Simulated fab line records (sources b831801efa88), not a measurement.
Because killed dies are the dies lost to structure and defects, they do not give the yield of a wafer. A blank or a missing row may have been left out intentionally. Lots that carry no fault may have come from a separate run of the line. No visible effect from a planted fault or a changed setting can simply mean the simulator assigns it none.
fab line records	flow sky130
[record] lots = 13	wafers = 39	last_day = 50
route steps=708 shown VT_ADJUST_LVTN@115 SONOS_ONO@183 GATE_OXIDE@194 POLY_GATE@205 PAD_OPEN@708
lots that met no fault: taken from a fault-free run of the same line
start_h: start of the lot's first displayed wafer, in hours after the record's first day	wait_h: hours elapsed since this lot's preceding step	" as in the row above	L1.1+2: several wafers, shown together as one row	- value missing, or start not given	* or withheld: withheld	< > ~ a bound
route shown NAME@n: a module of which the file shows steps, and the number in the route of the first	usual: mean and standard deviation over wafers with no fault	same: alike in all rows	chamber/n: place in a boat	sites: per-site readings	_std_site: standard deviation of those values	_edge_site: mean of outer sites minus mean of inner sites	radius_mm: for every site, how far away it sits from the centre of the wafer	mask NAME#n: copy n	behind: tool/chamber where the wafer was last shaped	hold: reason for holding the lot/hours on hold/outcome of the hold	device: the n, p or np transistor that did not switch	end of line: the tests these same wafers got at the end of their route	a step with no rows: only its recipe	killed: not the wafer's yield, but the dies lost to structure and defects at the first sort	map: shows each die of a wafer: x if killed, . if not, _ if none is there
set.NAME: setting as actually run; set.NAME@STEP: the setting as run at that earlier step	model.NAME: the simulator's own value behind a step, which no gauge read
a sample of lots followed through the steps of the route, with each step as a table and each wafer as a row
services: when a tool's chamber went out of use (start_h, in hours from the record's first day, below 0 if earlier), for how many hours, and the reason
[[steps]]
[step SKY_VT_ADJUST_LVTN_OVL_MEAS_18]
[usual] VT_ADJUST_LVTN_01_OVL = 0.5/1.6
lot.wafer	tool	chamber	start_h	wait_h	VT_ADJUST_LVTN_01_OVL[nm]
L304.1	overlay-01	-	163.32	0.1	0.0
L304.3	"	-	"	"	-0.2
L304.6	"	-	"	"	1.1
L305.2	overlay-01	-	169.91	0.1	-2.3
L305.5	"	-	"	"	-2.6
L305.6	"	-	"	"	-2.6
L307.3	overlay-01	-	182.91	0.1	-0.7
L307.5	"	-	"	"	0.4
L307.6	"	-	"	"	0.0
L309.1	overlay-01	-	195.42	0.1	-0.2
L309.3	"	-	"	"	-1.4
L309.5	"	-	"	"	-1.3
L311.2	overlay-01	-	211.82	0.1	-3.8
L311.4	"	-	"	"	-2.3
L311.5	"	-	"	"	-3.5
L312.2	overlay-01	-	215.87	0.1	4.0
L312.3	"	-	"	"	2.7
L312.6	"	-	"	"	0.7
L313.2	overlay-01	-	221.56	0.1	1.2
L313.5	"	-	"	"	0.9
L313.6	"	-	"	"	0.1
L314.1	overlay-01	-	230.67	0.1	0.8
L314.2	"	-	"	"	2.4
L314.3	"	-	"	"	0.4
L317.1	overlay-02	-	252.66	0.1	2.8
L317.4	"	-	"	"	4.0
L317.5	"	-	"	"	2.2
L318.1	overlay-02	-	256.16	0.1	-0.8
L318.2	"	-	"	"	-1.3
L318.6	"	-	"	"	0.7
L319.1	overlay-01	-	259.70	0.1	-0.2
L319.2	"	-	"	"	1.5
L319.5	"	-	"	"	1.8
L321.2	overlay-02	-	279.47	0.1	-2.4
L321.5	"	-	"	"	-1.9
L321.6	"	-	"	"	-2.5
L323.3	overlay-02	-	290.18	0.1	-0.3
L323.4	"	-	"	"	0.8
L323.6	"	-	"	"	-0.1
[step SKY_SONOS_ONO_ETCH_15]
[recipe] target_depth_nm = 19.52	chemistry = CHF3/O2	source_w = 600	bias_w = 200	pressure_mtorr = 40	chf3_flow_sccm = 50	O2_flow_sccm = 5	time_s = 7.8
[usual] chamber_pressure_mTorr = 40.00/0.034	drypump_motor_current_A = 5.8/0.41	oes_product_au = 1.003/0.0092	throttle_valve_pct = 8.825/0.0085
lot.wafer	tool	chamber	start_h	wait_h	chamber_pressure_mTorr	drypump_motor_current_A	oes_product_au	rf_hours_counter_h	throttle_valve_pct
L304.1	rie_diel-02	1	284.47	0.0	40.06	5.6	1.012	127	8.832
L304.3	"	3	"	"	39.98	6.4	1.001	13	8.816
L304.6	"	0	"	"	40.08	5.0	1.014	-	8.831
L305.2	rie_diel-01	0	289.11	0.0	39.98	5.7	1.001	73	8.822
L305.5	"	0	"	"	40.01	5.7	1.005	-	8.823
L305.6	"	2	"	"	39.99	6.3	0.995	-	8.828
L307.3	rie_diel-04	0	303.62	0.0	39.99	5.7	1.000	115	8.840
L307.5	"	0	"	"	40.00	5.7	0.999	-	8.826
L307.6	"	3	"	"	39.97	5.9	0.993	-	8.818
L309.1	rie_diel-02	3	323.07	0.0	39.95	6.4	1.013	14	8.836
L309.3	"	2	"	"	40.02	5.1	1.002	92	8.830
L309.5	"	2	"	"	40.00	5.1	0.998	-	8.840
L311.2	rie_diel-04	0	341.42	0.0	39.96	5.7	0.988	116	8.827
L311.4	"	1	"	"	40.01	6.3	0.995	92	8.820
L311.5	"	2	"	"	40.09	5.7	0.987	-	8.831
L312.2	rie_diel-01	0	346.22	0.0	40.01	5.7	1.004	74	8.828
L312.3	"	1	"	"	40.00	5.5	1.006	35	8.834
L312.6	"	3	"	"	39.99	5.5	1.008	-	8.851
L313.2	rie_diel-04	2	353.27	0.0	40.03	5.7	0.997	55	8.802
L313.5	"	1	"	"	39.96	6.2	1.005	-	8.824
L313.6	"	2	"	"	39.99	5.7	0.996	-	8.817
L314.1	rie_diel-01	0	361.46	0.0	40.02	5.7	0.995	74	8.816
L314.2	"	2	"	"	39.98	6.3	1.002	87	8.841
L314.3	"	3	"	"	40.02	5.5	1.012	29	8.822
L317.1	rie_diel-01	3	390.17	0.0	39.97	5.5	1.004	29	8.841
L317.4	"	0	"	"	40.01	5.7	1.001	74	8.819
L317.5	"	1	"	"	39.94	5.5	1.010	-	8.822
L318.1	rie_diel-02	3	395.41	0.0	40.07	6.4	1.010	16	8.816
L318.2	"	2	"	"	40.03	5.1	1.013	94	8.827
L318.6	"	3	"	"	40.03	6.4	1.003	-	8.816
L319.1	rie_diel-01	0	402.77	0.0	39.97	5.7	1.000	75	8.824
L319.2	"	3	"	"	40.00	5.5	1.003	30	8.829
L319.5	"	1	"	"	40.01	5.5	1.009	-	8.829
L321.2	rie_diel-04	0	422.97	0.0	40.01	5.7	0.990	1	8.811
L321.5	"	3	"	"	40.00	5.9	1.004	-	8.837
L321.6	"	2	"	"	39.93	5.7	1.014	-	8.816
L323.3	rie_diel-01	3	437.22	0.0	39.95	5.5	1.003	30	8.821
L323.4	"	1	"	"	39.98	5.5	1.014	36	8.832
L323.6	"	0	"	"	40.03	5.7	1.005	-	8.842
[step SKY_GATE_OXIDE_EXPOSE_07]
[recipe] mask_id = LVOM	na = 0.6	source_shape = conventional	sigma_outer = 0.6	polarization = unpolarized	target_cd_nm = 600	dose_mj = 170
lot.wafer	tool	chamber	start_h	wait_h	mask
L304.1+3+6	iline_stepper-01	0	300.11	-	LVOM#0
L305.2+5+6	iline_stepper-01	0	304.08	-	LVOM#0
L307.3+5+6	iline_stepper-01	0	319.38	-	LVOM#0
L309.1+3+5	iline_stepper-02	0	338.99	-	LVOM#0
L311.2+4+5	iline_stepper-02	0	358.21	-	LVOM#0
L312.2+3+6	iline_stepper-02	0	362.63	-	LVOM#0
L313.2+5+6	iline_stepper-02	0	370.93	-	LVOM#0
L314.1+2+3	iline_stepper-01	0	377.44	-	LVOM#0
L317.1+4+5	iline_stepper-01	0	407.67	-	LVOM#0
L318.1+2+6	iline_stepper-02	0	412.04	-	LVOM#0
L319.1+2+5	iline_stepper-01	0	423.14	-	LVOM#0
L321.2+5+6	iline_stepper-01	0	441.88	-	LVOM#0
L323.3+4+6	iline_stepper-01	0	457.20	-	LVOM#0
[step SKY_GATE_OXIDE_OVL_MEAS_10]
[usual] GATE_OXIDE_OVL = -1.0/1.3
lot.wafer	tool	chamber	start_h	wait_h	GATE_OXIDE_OVL[nm]
L304.1	overlay-01	-	312.86	0.1	1.7
L304.3	"	-	"	"	1.8
L304.6	"	-	"	"	0.9
L305.2	overlay-02	-	316.62	0.1	-1.3
L305.5	"	-	"	"	-0.9
L305.6	"	-	"	"	-0.7
L307.3	overlay-02	-	332.18	0.1	-0.8
L307.5	"	-	"	"	-0.9
L307.6	"	-	"	"	-1.3
L309.1	overlay-01	-	352.76	0.1	0.6
L309.3	"	-	"	"	-0.6
L309.5	"	-	"	"	1.0
L311.2	overlay-02	-	372.37	0.1	0.7
L311.4	"	-	"	"	1.5
L311.5	"	-	"	"	1.8
L312.2	overlay-02	-	376.42	0.1	-183.9
L312.3	"	-	"	"	-185.1
L312.6	"	-	"	"	-184.5
L313.2	overlay-02	-	385.27	0.1	-184.4
L313.5	"	-	"	"	-185.3
L313.6	"	-	"	"	-185.7
L314.1	overlay-01	-	391.96	0.1	1.7
L314.2	"	-	"	"	0.6
L314.3	"	-	"	"	2.0
L317.1	overlay-01	-	423.07	0.1	-2.7
L317.4	"	-	"	"	-3.7
L317.5	"	-	"	"	-1.6
L318.1	overlay-02	-	427.46	0.1	-184.7
L318.2	"	-	"	"	-183.9
L318.6	"	-	"	"	-185.5
L319.1	overlay-02	-	438.17	0.1	-1.7
L319.2	"	-	"	"	-0.6
L319.5	"	-	"	"	-1.0
L321.2	overlay-01	-	457.37	0.1	-1.2
L321.5	"	-	"	"	-3.4
L321.6	"	-	"	"	-0.1
L323.3	overlay-01	-	472.18	0.1	0.7
L323.4	"	-	"	"	0.8
L323.6	"	-	"	"	1.2
[step SKY_POLY_GATE_THK_MEAS_01]
[recipe] reads = poly-Si_of_POLY_GATE_CVD_00
[usual] POLY_GATE_CVD_00_THK = 179.8/1.9
lot.wafer	tool	chamber	start_h	wait_h	POLY_GATE_CVD_00_THK[nm]
L304.1	film_metro-02	-	316.79	0.0	177.8
L304.3	"	-	"	"	178.4
L304.6	"	-	"	"	178.9
L305.2	film_metro-01	-	319.97	0.0	178.1
L305.5	"	-	"	"	176.9
L305.6	"	-	"	"	177.5
L307.3	film_metro-01	-	335.86	0.0	178.9
L307.5	"	-	"	"	177.0
L307.6	"	-	"	"	177.8
L309.1	film_metro-03	-	357.62	0.0	180.1
L309.3	"	-	"	"	183.2
L309.5	"	-	"	"	180.7
L311.2	film_metro-02	-	375.72	0.0	180.8
L311.4	"	-	"	"	180.1
L311.5	"	-	"	"	181.5
L312.2	film_metro-01	-	380.59	0.0	178.6
L312.3	"	-	"	"	177.8
L312.6	"	-	"	"	176.6
L313.2	film_metro-02	-	388.50	0.0	182.0
L313.5	"	-	"	"	181.6
L313.6	"	-	"	"	181.4
L314.1	film_metro-03	-	397.12	0.0	180.9
L314.2	"	-	"	"	180.1
L314.3	"	-	"	"	181.1
L317.1	film_metro-02	-	429.31	0.0	178.4
L317.4	"	-	"	"	177.3
L317.5	"	-	"	"	177.3
L318.1	film_metro-02	-	432.35	0.0	180.5
L318.2	"	-	"	"	179.9
L318.6	"	-	"	"	180.2
L319.1	film_metro-01	-	442.87	0.0	179.4
L319.2	"	-	"	"	180.2
L319.5	"	-	"	"	178.6
L321.2	film_metro-02	-	460.61	0.0	181.9
L321.5	"	-	"	"	181.1
L321.6	"	-	"	"	181.4
L323.3	film_metro-02	-	475.44	0.0	179.5
L323.4	"	-	"	"	179.7
L323.6	"	-	"	"	179.9
[step SKY_PAD_OPEN_PROBE_99]
[usual] killed_at_M0_to_M3 = 43/5.9	killed_at_M4_up = 2.9/1.5	killed_at_contacts = 24/5	killed_at_front_end = 15/4.8	killed_at_other = 0.2/0.5	killed_dies = 86/9.3	killed_on_rim = 17/4.1	killed_open = 47/7.1	killed_short = 38/6.3
[same] gross_dies = 492	killed_at_back_side = 0
lot.wafer	tool	chamber	start_h	wait_h	killed_at_M0_to_M3	killed_at_M4_up	killed_at_contacts	killed_at_front_end	killed_at_other	killed_dies	killed_on_rim	killed_open	killed_short
L304.1	prober-01	-	1088.87	0.1	51	2	20	7	0	80	24	43	37
L304.3	prober-01	-	1088.97	0.2	37	2	22	16	1	78	13	43	35
L304.6	prober-01	-	1089.12	0.2	46	3	28	10	0	87	19	52	35
L305.2	prober-02	-	1090.42	0.1	50	2	23	14	0	89	23	58	31
L305.5	prober-02	-	1090.57	0.2	35	5	25	13	1	79	21	42	37
L305.6	prober-02	-	1090.62	0.2	47	6	19	18	0	90	18	48	42
L307.3	prober-02	-	1098.78	0.2	52	4	24	12	1	93	20	49	44
L307.5	prober-02	-	1098.88	0.2	41	1	28	16	0	86	20	39	47
L307.6	prober-02	-	1098.93	0.2	53	2	27	9	0	91	19	47	44
L309.1	prober-02	-	1112.70	0.1	44	3	28	14	1	90	18	46	44
L309.3	prober-02	-	1112.80	0.2	34	3	25	25	0	87	23	47	40
L309.5	prober-02	-	1112.90	0.2	46	2	23	17	0	88	25	47	41
L311.2	prober-02	-	1131.78	0.1	43	4	21	18	1	87	20	46	41
L311.4	prober-02	-	1131.88	0.2	37	3	14	18	0	72	11	36	36
L311.5	prober-02	-	1131.93	0.2	40	4	33	12	0	89	16	45	44
L312.2	prober-01	-	1132.17	0.1	56	6	27	403	0	492	96	56	56
L312.3	prober-01	-	1132.22	0.2	43	3	27	419	0	492	96	45	43
L312.6	prober-01	-	1132.37	0.2	41	3	21	426	1	492	96	39	42
L313.2	prober-02	-	1136.53	0.1	42	1	25	424	0	492	96	52	48
L313.5	prober-02	-	1136.68	0.2	46	4	26	416	0	492	96	33	55
L313.6	prober-02	-	1136.73	0.2	36	3	21	432	0	492	96	37	34
L314.1	prober-01	-	1141.64	0.1	47	6	18	13	0	84	17	45	39
L314.2	prober-01	-	1141.69	0.1	46	3	22	21	0	92	19	58	34
L314.3	prober-01	-	1141.74	0.2	44	2	29	7	0	82	24	48	34
L317.1	prober-02	-	1164.33	0.1	46	5	15	15	1	82	22	46	36
L317.4	prober-02	-	1164.48	0.2	45	2	22	7	0	76	15	38	38
L317.5	prober-02	-	1164.53	0.2	40	4	22	15	0	81	15	45	36
L318.1	prober-01	-	1165.55	0.1	46	2	25	417	2	492	96	48	42
L318.2	prober-01	-	1165.60	0.1	46	1	35	410	0	492	96	63	38
L318.6	prober-01	-	1165.80	0.2	52	1	24	414	0	491	96	60	33
L319.1	prober-02	-	1172.09	0.1	33	4	26	11	0	74	9	37	37
L319.2	prober-02	-	1172.14	0.1	47	3	27	8	0	85	17	45	40
L319.5	prober-02	-	1172.29	0.2	47	3	27	13	0	90	25	47	43
L321.2	prober-01	-	1183.57	0.1	34	0	27	15	0	76	15	42	34
L321.5	prober-01	-	1183.72	0.2	49	4	25	14	1	93	15	47	46
L321.6	prober-01	-	1183.77	0.2	44	1	24	18	0	87	18	46	41
L323.3	prober-01	-	1193.62	0.2	31	3	18	19	0	71	13	44	27
L323.4	prober-01	-	1193.67	0.2	43	4	23	11	0	81	20	41	40
L323.6	prober-01	-	1193.77	0.2	66	3	29	16	0	114	28	55	59
// killed by level:class
L304.1 VIA1:geometric_particle:open=12 CONTACT:geometric_particle:open=9 METAL2:geometric_particle:short=8 VIA3:geometric_particle:open=7 LI_CONTACT:geometric_particle:open=6 METAL1:geometric_particle:short=6 VIA1:geometric_particle:short=4 VIA2:geometric_particle:open=4
L304.3 CONTACT:geometric_particle:open=9 METAL2:geometric_particle:short=7 VIA3:geometric_particle:open=7 POLY_GATE:geometric_particle:open=6 VIA1:geometric_particle:open=6 POLY_GATE:geometric_particle:short=5 LI_CONTACT:geometric_particle:open=5 CONTACT:geometric_particle:short=5
L304.6 LI_CONTACT:geometric_particle:open=9 VIA2:geometric_particle:open=9 VIA1:geometric_particle:open=8 CONTACT:geometric_particle:short=6 CONTACT:geometric_particle:open=6 VIA3:geometric_particle:open=6 METAL1:geometric_particle:short=6 FIELD_ISO:geometric_particle:open=5
L305.2 VIA1:geometric_particle:open=15 CONTACT:geometric_particle:open=10 VIA2:geometric_particle:open=10 VIA3:geometric_particle:open=7 CONTACT:geometric_particle:short=5 FIELD_ISO:geometric_particle:open=4 METAL1:geometric_particle:short=4 METAL2:geometric_particle:short=4
L305.5 CONTACT:geometric_particle:open=8 VIA2:geometric_particle:open=7 LI_CONTACT:geometric_particle:open=6 FIELD_ISO:geometric_particle:short=5 METAL1:geometric_particle:short=5 METAL2:geometric_particle:open=5 LOCAL_INTERCONNECT:geometric_particle:short=4 VIA1:geometric_particle:open=4
L305.6 VIA1:geometric_particle:open=13 FIELD_ISO:geometric_particle:open=6 VIA1:geometric_particle:short=6 CONTACT:geometric_particle:open=6 METAL2:geometric_particle:short=6 VIA3:geometric_particle:open=6 POLY_GATE:geometric_particle:short=4 LI_CONTACT:geometric_particle:short=4
L307.3 VIA1:geometric_particle:open=14 VIA3:geometric_particle:open=8 VIA2:geometric_particle:open=7 LI_CONTACT:geometric_particle:open=6 METAL3:geometric_particle:short=6 CONTACT:geometric_particle:open=6 LI_CONTACT:geometric_particle:short=5 VIA1:geometric_particle:short=5
L307.5 CONTACT:geometric_particle:open=12 VIA1:geometric_particle:short=8 METAL2:geometric_particle:short=7 VIA1:geometric_particle:open=7 LI_CONTACT:geometric_particle:open=6 FIELD_ISO:geometric_particle:short=5 CONTACT:geometric_particle:short=5 METAL1:geometric_particle:open=5
L307.6 CONTACT:geometric_particle:open=13 METAL2:geometric_particle:short=8 METAL1:geometric_particle:short=8 LI_CONTACT:geometric_particle:open=7 VIA1:geometric_particle:open=7 VIA1:geometric_particle:short=7 VIA3:geometric_particle:open=7 VIA3:geometric_particle:short=6
L309.1 VIA1:geometric_particle:open=14 CONTACT:geometric_particle:open=10 FIELD_ISO:geometric_particle:short=8 LI_CONTACT:geometric_particle:open=7 CONTACT:geometric_particle:short=7 METAL2:geometric_particle:short=5 VIA2:geometric_particle:short=5 VIA1:geometric_particle:short=4
L309.3 LI_CONTACT:geometric_particle:open=11 FIELD_ISO:geometric_particle:short=8 FIELD_ISO:geometric_particle:open=8 VIA3:geometric_particle:open=8 VIA1:geometric_particle:open=7 CONTACT:geometric_particle:short=5 METAL1:geometric_particle:short=5 POLY_GATE:geometric_particle:short=4
L309.5 VIA1:geometric_particle:open=11 VIA3:geometric_particle:open=9 LOCAL_INTERCONNECT:geometric_particle:short=8 LI_CONTACT:geometric_particle:open=6 FIELD_ISO:geometric_particle:open=5 METAL2:geometric_particle:short=5 POLY_GATE:geometric_particle:open=4 POLY_GATE:geometric_particle:short=4
L311.2 VIA1:geometric_particle:open=10 METAL2:geometric_particle:short=9 LI_CONTACT:geometric_particle:open=7 VIA3:geometric_particle:open=7 FIELD_ISO:geometric_particle:open=6 CONTACT:geometric_particle:open=6 POLY_GATE:geometric_particle:open=5 LOCAL_INTERCONNECT:geometric_particle:short=5
L311.4 VIA1:geometric_particle:short=7 FIELD_ISO:geometric_particle:open=6 VIA2:geometric_particle:open=6 CONTACT:geometric_particle:open=5 METAL1:geometric_particle:short=5 VIA1:geometric_particle:open=5 METAL2:geometric_particle:short=4 SPACER:geometric_particle:short=3
L311.5 LI_CONTACT:geometric_particle:open=10 LOCAL_INTERCONNECT:geometric_particle:short=10 CONTACT:geometric_particle:open=10 METAL1:geometric_particle:short=9 VIA1:geometric_particle:open=9 METAL2:geometric_particle:short=7 FIELD_ISO:geometric_particle:short=5 VIA2:geometric_particle:short=4
L312.2 GATE_OXIDE:overlay=380 VIA1:geometric_particle:open=10 METAL1:geometric_particle:short=8 METAL2:geometric_particle:short=8 VIA2:geometric_particle:open=8 POLY_GATE:geometric_particle:open=7 LI_CONTACT:geometric_particle:open=7 VIA1:geometric_particle:short=7
L312.3 GATE_OXIDE:overlay=404 VIA1:geometric_particle:open=12 LI_CONTACT:geometric_particle:open=11 CONTACT:geometric_particle:open=8 METAL2:geometric_particle:short=8 VIA1:geometric_particle:short=5 VIA3:geometric_particle:open=5 FIELD_ISO:geometric_particle:open=4
L312.6 GATE_OXIDE:overlay=411 VIA1:geometric_particle:open=16 FIELD_ISO:geometric_particle:short=7 CONTACT:geometric_particle:open=7 METAL1:geometric_particle:short=5 LI_CONTACT:geometric_particle:short=4 LI_CONTACT:geometric_particle:open=4 LOCAL_INTERCONNECT:geometric_particle:short=4
L313.2 GATE_OXIDE:overlay=392 LI_CONTACT:geometric_particle:open=12 VIA2:geometric_particle:open=9 POLY_GATE:geometric_particle:open=9 VIA1:geometric_particle:open=7 METAL1:geometric_particle:short=7 FIELD_ISO:geometric_particle:short=6 POLY_GATE:geometric_particle:short=6
L313.5 GATE_OXIDE:overlay=404 CONTACT:geometric_particle:open=9 LOCAL_INTERCONNECT:geometric_particle:short=7 METAL1:geometric_particle:short=7 CONTACT:geometric_particle:short=6 METAL2:geometric_particle:short=6 VIA2:geometric_particle:open=6 VIA1:geometric_particle:open=5
L313.6 GATE_OXIDE:overlay=421 CONTACT:geometric_particle:open=9 VIA2:geometric_particle:open=6 VIA3:geometric_particle:open=5 METAL1:geometric_particle:short=5 LI_CONTACT:geometric_particle:open=4 VIA3:geometric_particle:short=4 VIA1:geometric_particle:short=4
L314.1 VIA1:geometric_particle:open=10 VIA2:geometric_particle:open=8 METAL1:geometric_particle:short=8 LI_CONTACT:geometric_particle:open=7 LOCAL_INTERCONNECT:geometric_particle:short=6 METAL2:geometric_particle:short=6 CONTACT:geometric_particle:open=4 VIA3:geometric_particle:open=4
L314.2 VIA1:geometric_particle:open=12 LI_CONTACT:geometric_particle:open=8 METAL1:geometric_particle:short=8 CONTACT:geometric_particle:open=7 VIA2:geometric_particle:open=7 VIA3:geometric_particle:open=6 METAL3:geometric_particle:short=6 FIELD_ISO:geometric_particle:short=5
L314.3 VIA3:geometric_particle:open=12 CONTACT:geometric_particle:open=10 VIA1:geometric_particle:open=10 CONTACT:geometric_particle:short=6 LOCAL_INTERCONNECT:geometric_particle:short=5 VIA2:geometric_particle:open=5 VIA1:geometric_particle:short=5 METAL1:geometric_particle:short=4
L317.1 VIA1:geometric_particle:open=15 VIA3:geometric_particle:open=6 CONTACT:geometric_particle:short=6 METAL2:geometric_particle:short=6 FIELD_ISO:geometric_particle:open=5 VIA2:geometric_particle:open=5 POLY_GATE:geometric_particle:short=4 CONTACT:geometric_particle:open=4
L317.4 CONTACT:geometric_particle:open=11 METAL2:geometric_particle:short=9 METAL1:geometric_particle:short=9 VIA2:geometric_particle:open=8 VIA3:geometric_particle:open=7 VIA1:geometric_particle:open=5 LI_CONTACT:geometric_particle:open=4 POLY_GATE:geometric_particle:short=3
L317.5 CONTACT:geometric_particle:open=8 LI_CONTACT:geometric_particle:open=7 VIA2:geometric_particle:open=7 VIA3:geometric_particle:open=7 METAL2:geometric_particle:short=5 CONTACT:geometric_particle:short=5 FIELD_ISO:geometric_particle:short=4 POLY_GATE:geometric_particle:open=4
L318.1 GATE_OXIDE:overlay=402 CONTACT:geometric_particle:open=11 VIA3:geometric_particle:open=8 VIA1:geometric_particle:open=7 VIA1:geometric_particle:short=7 FIELD_ISO:geometric_particle:open=5 LI_CONTACT:geometric_particle:open=5 LOCAL_INTERCONNECT:geometric_particle:short=5
L318.2 GATE_OXIDE:overlay=391 CONTACT:geometric_particle:open=16 LI_CONTACT:geometric_particle:open=9 VIA2:geometric_particle:open=9 VIA1:geometric_particle:open=8 FIELD_ISO:geometric_particle:open=6 CONTACT:geometric_particle:short=6 VIA3:geometric_particle:open=6
L318.6 GATE_OXIDE:overlay=398 VIA1:geometric_particle:open=14 METAL2:geometric_particle:short=10 CONTACT:geometric_particle:open=10 LI_CONTACT:geometric_particle:open=9 VIA3:geometric_particle:open=9 VIA2:geometric_particle:open=5 SPACER:geometric_particle:open=4
L319.1 CONTACT:geometric_particle:open=11 VIA1:geometric_particle:open=7 LI_CONTACT:geometric_particle:open=6 LOCAL_INTERCONNECT:geometric_particle:short=5 METAL1:geometric_particle:short=5 VIA1:geometric_particle:short=5 FIELD_ISO:geometric_particle:open=4 METAL2:geometric_particle:short=4
L319.2 LI_CONTACT:geometric_particle:open=12 VIA2:geometric_particle:open=9 VIA1:geometric_particle:open=9 CONTACT:geometric_particle:short=7 VIA1:geometric_particle:short=5 VIA2:geometric_particle:short=5 VIA3:geometric_particle:open=5 METAL1:geometric_particle:short=4
L319.5 CONTACT:geometric_particle:open=11 VIA1:geometric_particle:open=10 METAL2:geometric_particle:short=8 VIA2:geometric_particle:open=8 LOCAL_INTERCONNECT:geometric_particle:short=6 METAL1:geometric_particle:short=6 VIA1:geometric_particle:short=6 LI_CONTACT:geometric_particle:open=5
L321.2 CONTACT:geometric_particle:open=8 LI_CONTACT:geometric_particle:open=6 METAL1:geometric_particle:short=6 POLY_GATE:geometric_particle:open=5 VIA1:geometric_particle:short=5 VIA1:geometric_particle:open=5 LOCAL_INTERCONNECT:geometric_particle:short=4 METAL2:geometric_particle:short=4
L321.5 VIA1:geometric_particle:open=13 LI_CONTACT:geometric_particle:open=9 VIA2:geometric_particle:open=7 METAL1:geometric_particle:short=6 CONTACT:geometric_particle:open=5 VIA1:geometric_particle:short=5 METAL3:geometric_particle:short=5 LOCAL_INTERCONNECT:geometric_particle:short=4
L321.6 VIA1:geometric_particle:open=10 FIELD_ISO:geometric_particle:open=7 CONTACT:geometric_particle:short=7 CONTACT:geometric_particle:open=7 VIA2:geometric_particle:open=6 LOCAL_INTERCONNECT:geometric_particle:short=5 METAL2:geometric_particle:short=5 POLY_GATE:geometric_particle:open=4
L323.3 LI_CONTACT:geometric_particle:open=9 VIA3:geometric_particle:open=9 POLY_GATE:geometric_particle:open=5 VIA1:geometric_particle:open=5 FIELD_ISO:geometric_particle:open=4 POLY_GATE:geometric_particle:short=3 LI_CONTACT:geometric_particle:short=3 CONTACT:geometric_particle:open=3
L323.4 CONTACT:geometric_particle:open=10 VIA1:geometric_particle:open=7 VIA2:geometric_particle:open=6 VIA2:geometric_particle:short=6 LI_CONTACT:geometric_particle:short=5 VIA3:geometric_particle:open=5 POLY_GATE:geometric_particle:short=4 CONTACT:geometric_particle:short=4
L323.6 METAL2:geometric_particle:short=13 VIA2:geometric_particle:open=10 CONTACT:geometric_particle:open=10 VIA1:geometric_particle:open=10 FIELD_ISO:geometric_particle:short=9 VIA3:geometric_particle:open=7 CONTACT:geometric_particle:short=6 METAL1:geometric_particle:short=5
[[services]]
tool	chamber	start_h	hours	kind
iline_stepper-02	-	266.93	2.4	repair
rie_diel-02	-	279.51	0.3	repair
rie_diel-01	1	283.49	16.3	repair
rie_diel-02	1	297.67	7.5	repair
rie_diel-02	0	304.98	6.8	repair
rie_diel-02	1	311.82	-	clean
rie_diel-02	1	311.82	39.5	scheduled_down
rie_diel-02	1	311.82	39.5	vent_cycle
rie_diel-01	2	313.19	3.4	repair
rie_diel-01	2	320.82	3.3	repair
rie_diel-02	-	333.96	2.8	pm
rie_diel-04	-	334.11	1.2	repair
rie_diel-04	0	349.19	6.7	repair
rie_diel-04	0	360.10	-	clean
rie_diel-04	0	360.10	14.1	scheduled_down
rie_diel-04	0	360.10	14.1	vent_cycle
iline_stepper-01	-	375.59	1.7	pm
rie_diel-01	-	410.68	0.2	repair
iline_stepper-02	-	415.69	2.1	pm
iline_stepper-02	-	417.77	-	consumable_replace:lamp
rie_diel-04	1	420.02	2.8	repair
iline_stepper-02	-	439.42	1.7	pm
iline_stepper-01	-	449.94	2.1	pm
iline_stepper-01	-	452.02	-	consumable_replace:lamp
[[key]]
[first_sign] step = SKY_GATE_OXIDE_OVL_MEAS_10	reading = GATE_OXIDE_OVL	direction = down	sigmas = 99+	usual = -1.0	struck = -184.8
[effect] step = SKY_PAD_OPEN_PROBE_99	reading = killed_at_front_end	direction = up	sigmas = 84	usual = 15	struck = 418
[more_kills_born_at] SKY_GATE_OXIDE_EXPOSE_07@iline_stepper-02 = 3603
met_at SKY_GATE_OXIDE_EXPOSE_07
struck_lots L312,L313,L318
tester_left_out L312,L313,L318
not_acting_at SKY_VT_ADJUST_LVTN_OVL_MEAS_18,SKY_SONOS_ONO_ETCH_15,SKY_POLY_GATE_THK_MEAS_01
onset_between 358.21 362.63
[fault] kind = scanner_matching_overlay	tool = iline_stepper-02	chamber = -	onset_h = 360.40	steps = SKY_GATE_OXIDE_EXPOSE_07	offset = -183.17
// tester_left_out: of these lots the tester's yield and bins aren't shown, on N5 and GAA mostly nor the transistor test; their killed dies are dies lost to structure and defects alone, not to doping, threshold or leakage, so they don't give the yield
